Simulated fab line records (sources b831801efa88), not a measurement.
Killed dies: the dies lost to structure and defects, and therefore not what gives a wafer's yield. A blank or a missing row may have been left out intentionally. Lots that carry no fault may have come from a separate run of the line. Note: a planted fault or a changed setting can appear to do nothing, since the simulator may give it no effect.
Which of the tools did it?    flow sky130    Sampling: 12 lots, 36 wafers, 3 of 708 route steps

WHAT THE GAUGES SHOWED, per wafer
SKY_VIA3_OVL_MEAS_13.
lot   measured      on          VIA3_OVL (nm)
L677  day 39 10:21  overlay-01  2 -7 -1
L678  day 40 13:08  overlay-01  1 0 -3
L680  day 40 15:31  overlay-02  3 -2 1
L684  day 41 22:07  overlay-01  6 10 6
L685  day 42 02:57  overlay-02  -6 -3 -5
L686  day 42 14:15  overlay-02  -8 -2 0
L687  day 42 21:48  overlay-01  -7 -3 14
L688  day 43 05:45  overlay-01  -5 -8 -7
L689  day 43 15:28  overlay-01  -3 -8 5
L690  day 43 15:02  overlay-01  -2 5 -4
L696  day 45 08:58  overlay-02  -4 -5 6
L699  day 46 00:03  overlay-02  -4 3 -1

SKY_CAP2M_RS_MEAS_03: measurement is done with a four-point probe.
lot   measured      on            CAP2M_TIN_RS (ohm/sq)
L677  day 39 12:12  filmMetro-01  6.93 6.96 6.84
L678  day 40 14:53  filmMetro-04  7.05 7.02 6.89
L680  day 40 17:16  filmMetro-01  6.95 6.94 6.87
L684  day 41 23:52  filmMetro-03  6.99 6.90 6.88
L685  day 42 04:49  filmMetro-01  6.99 7.02 7.07
L686  day 42 16:01  filmMetro-03  7.05 7.05 7.07
L687  day 42 23:34  filmMetro-03  6.93 7.06 7.01
L688  day 43 07:37  filmMetro-03  6.78 6.78 7.02
L689  day 43 17:22  filmMetro-01  6.97 6.83 6.83
L690  day 43 16:47  filmMetro-01  6.84 6.89 6.89
L696  day 45 11:02  filmMetro-04  6.93 6.76 6.80
L699  day 46 02:14  filmMetro-04  6.87 6.90 7.00

WHICH TOOL RAN EACH LOT (tool, then ch and the chambers of the sampled wafers, then the start)
lot   SKY_METAL3_SPUTTER_02
L677  pvdSputter-01, day 36 02:53
L678  pvdSputter-04, day 37 06:10
L680  pvdSputter-03, day 37 09:46
L684  pvdSputter-04, day 38 17:35
L685  pvdSputter-04, day 38 23:23
L686  pvdSputter-01, day 39 11:05
L687  pvdSputter-04, day 39 17:54
L688  pvdSputter-01, day 40 04:04
L689  pvdSputter-01, day 40 12:29
L690  pvdSputter-04, day 40 12:52
L696  pvdSputter-01, day 42 11:16
L699  pvdSputter-04, day 43 03:58
- SKY_METAL3_SPUTTER_02: material AlCu, target thk 735 nm, time 39.1 s.

WHAT THE TOOLS THEMSELVES READ (means of the sampled wafers that have a number; where no wafer has one, the mark that the record gives instead)
SKY_METAL3_SPUTTER_02.
lot   tool           throttleValvePct (%)
L677  pvdSputter-01  30.3
L678  pvdSputter-04  30.7
L680  pvdSputter-03  30.5
L684  pvdSputter-04  30.8
L685  pvdSputter-04  30.7
L686  pvdSputter-01  29.4
L687  pvdSputter-04  30.1
L688  pvdSputter-01  29.5
L689  pvdSputter-01  30.4
L690  pvdSputter-04  30.4
L696  pvdSputter-01  30.4
L699  pvdSputter-04  30.0

THE ANSWER, worked out from the rows above alone
Rule: the usual values come from the lots themselves. The widest of any qualifying gaps counts: lots, ordered by their means at a reading, are off when they make up no more than a third of the lots, leave a main group of 4 or more, and stand apart from it by 3 or more times the standard deviation of that group's means. The tables above print the reading to a certain number of digits; a main group whose means all agree to those digits is not used. Also off: a lot with no number at a reading for which 4 or more lots have one. All remaining lots with rows at the step are treated as sound. The gauges are gone through in route order, then the tools' own readings, and for those a lot's mean is taken as printed above. At the first step where some lot is off, the reading lying furthest off is the one used; lots without a number count as furthest.
Across all readings shown, no lot is off: no conclusion can be drawn from this.

WHAT THE SIMULATOR HAD INSERTED
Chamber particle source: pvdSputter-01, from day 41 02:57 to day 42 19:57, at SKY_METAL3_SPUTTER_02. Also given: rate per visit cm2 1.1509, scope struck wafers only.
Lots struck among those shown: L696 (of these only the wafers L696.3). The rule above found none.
